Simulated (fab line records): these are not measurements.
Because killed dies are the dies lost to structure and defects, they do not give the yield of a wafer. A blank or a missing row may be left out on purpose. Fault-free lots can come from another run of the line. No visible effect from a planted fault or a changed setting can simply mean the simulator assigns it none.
A struck lot beside a sound one || flow sky130 || 18 out of 708 route steps
Sound: wafers L298.3, L298.5, L298.6. Wafers struck: L288.1, L288.5, L288.6. The cause is named last.
Order at every step that has rows: each side's tool, ch and its chambers, its first start. Under that, the readings that differ: sound wafers || struck wafers || difference of the means || sigmas: that difference in standard deviations of wafers without a fault.
alike: readings whose means differ by less than 2 such deviations, and words and numbers that are the same on both sides. not compared: withheld readings, readings that some wafer has no value for, bounds like >300 that may hide the same value, and numbers for which the record gives no deviation and whose values overlap.
Wherever a step has rows on one side only, a row that says differs or no value, or a row with sigmas, the two part there. When numbers do not overlap yet have no deviation, they are printed without sigmas and do not part them. A reading missing from all wafers of one side parts the sides only when that side holds two or more wafers.

first, 1 step without rows for these wafers: SKY_VT_ADJUST_NCORE_DEVELOP_06 (develop time 60 s).
SKY_VT_ADJUST_NCORE_CD_MEAS_07: the cd target is 380 nm.
  sound: cd_sem-02 at day 13 01:26; struck: cd_sem-01 at day 10 00:41
  alike: cd_nm
SKY_VT_ADJUST_NCORE_OVL_MEAS_08:
  sound: overlay-01 at day 13 01:31; struck: overlay-02 at day 10 00:49
  alike: VT_ADJUST_NCORE_OVL
then, 1 step without rows for these wafers: SKY_VT_ADJUST_NCORE_IMPLANT_09.
SKY_VT_ADJUST_NCORE_STRIP_10: strips in O2/N2.
  sound on plasma_asher-03 ch 0,1, day 13 01:44; struck on plasma_asher-01 ch 0,1, day 10 01:00
  alike: drypump_motor_current_A, o2_flow_sccm, oes_product_au, strip_time_to_endpoint_s
  not compared: rf_hours_counter_h
SKY_VT_ADJUST_NCORE_TW_MEAS_11:
  sound: film_metro-03 at day 13 01:49; struck: film_metro-04 at day 10 01:06
{"reading": "VT_ADJUST_NCORE_TW", "sound": "221.6 221.0 221.2", "struck": "217.1 216.5 216.5", "difference": -4.6, "sigmas": -3}
then, 6 steps without rows for these wafers: SKY_VT_ADJUST_HVTR_DEHYDRATE_00 (time 60 s); SKY_VT_ADJUST_HVTR_HMDS_01 (prime time 60 s); SKY_VT_ADJUST_HVTR_COAT_02 (resist thk 1140 nm); SKY_VT_ADJUST_HVTR_SOFTBAKE_03 (time 60 s); SKY_VT_ADJUST_HVTR_EXPOSE_04 (exposes mask HVTRM, target cd 380 nm); SKY_VT_ADJUST_HVTR_PEB_05.
SKY_VT_ADJUST_HVTR_DEVELOP_06: develop time 60 s.
  sound on litho_track-03 ch 0, day 14 03:59; struck on litho_track-04 ch 0, day 10 23:04
SKY_VT_ADJUST_HVTR_OVL_MEAS_08:
  sound: overlay-02 at day 14 04:13; struck: overlay-02 at day 10 23:20
  alike: VT_ADJUST_HVTR_OVL
then, 1 step without rows for these wafers: SKY_VT_ADJUST_HVTR_IMPLANT_09.
SKY_VT_ADJUST_HVTR_STRIP_10: strips in O2/N2.
  sound on plasma_asher-02 ch 0,1, day 14 04:26; struck on plasma_asher-04 ch 0,1, day 10 23:31
  alike: drypump_motor_current_A, o2_flow_sccm, oes_product_au, strip_time_to_endpoint_s
  not compared: rf_hours_counter_h
SKY_VT_ADJUST_HVTR_TW_MEAS_11:
  sound: film_metro-02 at day 14 04:31; struck: film_metro-04 at day 10 23:37
{"reading": "VT_ADJUST_HVTR_TW", "sound": "205.9 206.6 206.5", "struck": "30.2 30.1 30.2", "difference": -176.2, "sigmas": -93}
then, 1 step without rows for these wafers: SKY_VT_ADJUST_PCH_DEHYDRATE_00 (time 60 s).

## WHERE THEY PART
Last at SKY_VT_ADJUST_HVTR_TW_MEAS_11 as far as this record goes, first at SKY_VT_ADJUST_NCORE_TW_MEAS_11.

WHY: what the simulator had put in
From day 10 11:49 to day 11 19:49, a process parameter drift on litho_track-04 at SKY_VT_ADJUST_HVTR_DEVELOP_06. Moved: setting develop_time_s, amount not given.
